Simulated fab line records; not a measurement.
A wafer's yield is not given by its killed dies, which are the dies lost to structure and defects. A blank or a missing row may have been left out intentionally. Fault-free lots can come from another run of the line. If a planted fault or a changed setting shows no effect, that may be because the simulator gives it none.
Struck lot and sound lot, side by side / flow gf180mcu / 44 out of 602 route steps
Sound: the wafers L106.1, L106.3, L106.6. Struck: wafer L117.1. (L117.3, L117.4 of the same lot were not struck and are left out.) The cause comes at the end.
At each step with rows: each side's tool, then ch and its chambers, then its first start. Under that, the readings that differ: sound wafers / struck wafers / difference of the means / sigmas: that difference in standard deviations of wafers without a fault.
alike: same words and numbers on both sides, and readings whose means sit less than 2 such deviations apart. not compared: any withheld reading, any reading some wafer has no value for, any bound like >300 that may hide the same value, and any number with overlapping values for which the record gives no deviation.
The two part at a step that has a row with sigmas, a row that says differs or no value, or rows on one side only. Non-overlapping numbers with no deviation appear without sigmas and do not part them. A reading that every wafer of one side lacks parts them only if that side has two wafers or more.

first, 4 steps without rows for these wafers: GF_CONTACT_CLEAN_20 (cleans in DIW); GF_CONTACT_CLEAN_21 (cleans in dHF, time 20 s); GF_CONTACT_SPUTTER_22 (material Ti, target thk 15 nm, time 80.02 s); GF_CONTACT_SPUTTER_23 (material TiN, target thk 10 nm, time 40 s).
GF_CONTACT_CVD_24: deposits W, target thk 300 nm, time 90.339 s.
  sound on cvd-w-01 ch 1, day 18 06:33; struck on cvd-w-02 ch 0, day 22 13:41
  alike: heater-power-w, susceptor-temp-C
GF_CONTACT_RS_MEAS_25: measurement is done with a four-point probe.
  sound on film-metro-03 at day 18 06:46; struck on film-metro-04 at day 22 13:47
  alike: CONTACT_W_RS
GF_CONTACT_THK_MEAS_26: measures by xrf.
  sound on film-metro-03 at day 18 06:53; struck on film-metro-04 at day 22 13:55
  alike: CONTACT_W_THK
then, 1 step without rows for these wafers: GF_CONTACT_CMP_27 (polishes, stops on SiO2, t overpolish 15 s, target thk 0 nm).
GF_M1_SPUTTER_00: material Ti, target thk 37.5 nm, time 150 s.
  sound on pvd-sputter-01 at day 18 07:20; struck on pvd-sputter-04 at day 22 14:16
  alike: cathode-dc-power-W, throttle-valve-pct
then, 3 steps without rows for these wafers: GF_M1_SPUTTER_01 (material TiN, target thk 30 nm, time 25 s); GF_M1_SPUTTER_02 (material AlCu, target thk 450 nm, time 23.9 s); GF_M1_SPUTTER_03 (material Ti, target thk 10 nm, time 6.7 s).
GF_M1_SPUTTER_04: material TiN, target thk 50 nm, time 41.7 s.
  sound on pvd-sputter-01 at day 18 07:31; struck on pvd-sputter-04 at day 22 14:27
reading=cathode-dc-power-W (W); sound=6499.2 6497.5 6501.6; struck=7454.9; difference=+955.5; sigmas=+99 or more
reading=model.TiN_of_M1_SPUTTER_04.thk-nm (nm); sound=50.47 51.12 51.2; struck=58.41; difference=+7.48; sigmas=
  alike: throttle-valve-pct
GF_M1_RS_MEAS_05: measurement is done with a four-point probe.
  sound on film-metro-03 at day 18 07:34; struck on film-metro-04 at day 22 14:29
reading=M1_ALCU_RS (ohm/sq); sound=0.0687 0.0694 0.0697; struck=0.0717; difference=+0.0024; sigmas=+2
GF_M1_THK_MEAS_06: measures by xrf.
  sound on film-metro-03 at day 18 07:41; struck on film-metro-04 at day 22 14:37
reading=M1_ALCU_THK (nm); sound=450 444 443; struck=430; difference=-16; sigmas=-2
then, 7 steps without rows for these wafers: GF_M1_DEHYDRATE_07 (time 60 s); GF_M1_HMDS_08 (prime time 60 s); GF_M1_COAT_09 (resist thk 1000 nm); GF_M1_SOFTBAKE_10 (time 60 s); GF_M1_EXPOSE_11 (exposes mask Metal1, target cd 230 nm); GF_M1_PEB_12 (peb time 90 s); GF_M1_DEVELOP_13 (develop time 60 s).
GF_M1_CD_MEAS_14 targets a cd of 230 nm.
  sound on cd-sem-02 at day 19 07:44; struck on cd-sem-01 at day 23 13:43
  alike: cd-nm
GF_M1_OVL_MEAS_15:
  sound on overlay-01 at day 19 07:52; struck on overlay-01 at day 23 13:50
  alike: M1_OVL
GF_M1_METAL_ETCH_16: etches the open film in Cl2/BCl3, stops on SiO2, target depth 750.8 nm, time 125.1 s.
  sound on rie-metal-01 ch 1, day 19 07:54; struck on rie-metal-01 ch 0, day 23 13:52
reading=drypump-motor-current-A (A); sound=5.6 5.6 5.5; struck=6.6; difference=+1.0; sigmas=+2
  alike: oes-product-au, throttle-valve-pct
  not compared: rf-hours-counter-h
GF_M1_STRIP_17: strips in O2/N2.
  sound on plasma-asher-02 ch 0,1, day 19 08:02; struck on plasma-asher-01 ch 1, day 23 14:00
  alike: drypump-motor-current-A, heater-power-w, oes-product-au, strip-time-to-endpoint-s
  not compared: rf-hours-counter-h
then, 3 steps without rows for these wafers: GF_M1_STRIP_18 (strips in post etch residue remover, time 1200 s); GF_M1_CLEAN_19 (cleans in DIW); GF_V1_CVD_00 (deposits SiO2, target thk 600 nm, time 100 s).
GF_V1_THK_MEAS_01:
  sound on film-metro-04 at day 19 08:38; struck on film-metro-02 at day 23 14:41
  alike: V1_CVD_00_THK
GF_V1_CVD_02: deposits SiO2 from TEOS, target thk 850 nm, time 94.851 s.
  sound on pecvd-02 ch 0,1, day 19 08:41; struck on pecvd-01 ch 2, day 23 14:44
  alike: heater-power-w, susceptor-temp-C
GF_V1_THK_MEAS_03:
  sound on film-metro-01 at day 19 08:46; struck on film-metro-04 at day 23 14:49
  alike: V1_CVD_02_THK
then, 1 step without rows for these wafers: GF_V1_CMP_04 (polishes SiO2).
GF_V1_BOW_MEAS_05:
  sound on film-metro-04 at day 19 09:07; struck on film-metro-01 at day 23 15:49
  alike: V1_BOW
then, 8 steps without rows for these wafers: GF_V1_DEHYDRATE_06 (time 60 s); GF_V1_HMDS_07 (prime time 60 s); GF_V1_COAT_08; GF_V1_COAT_09 (resist thk 1000 nm); GF_V1_SOFTBAKE_10 (time 60 s); GF_V1_EXPOSE_11 (exposes mask Via1, target cd 260 nm); GF_V1_PEB_12 (peb time 90 s); GF_V1_DEVELOP_13 (develop time 60 s).
GF_V1_STRIP_19: strips in post etch residue remover, time 1200 s.
  sound on wet-bench-02 ch 2, day 20 09:17; struck on wet-bench-02 ch 2, day 24 14:35
reading=model.TiN_of_M1_SPUTTER_04.thk-nm (nm); sound=49.63 50.29 50.37; struck=57.57; difference=+7.47; sigmas=
-- the record jumps here: 9 days lie between the struck wafers' starts before and after (it left off in module V1 and takes up again in module PASSIVATION, whose first step shown is number 602 of the route) --
GF_PASSIVATION_PROBE_99:
  rows exist in the record for the struck wafers here (prober-02, day 33 21:36), but not for the sound ones

== WHERE THEY PART ==
First at GF_M1_SPUTTER_04; last, within this record, at GF_PASSIVATION_PROBE_99.

WHY: whatever the simulator had introduced
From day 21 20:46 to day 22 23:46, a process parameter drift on pvd-sputter-04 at GF_M1_SPUTTER_04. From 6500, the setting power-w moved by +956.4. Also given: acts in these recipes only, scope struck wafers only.
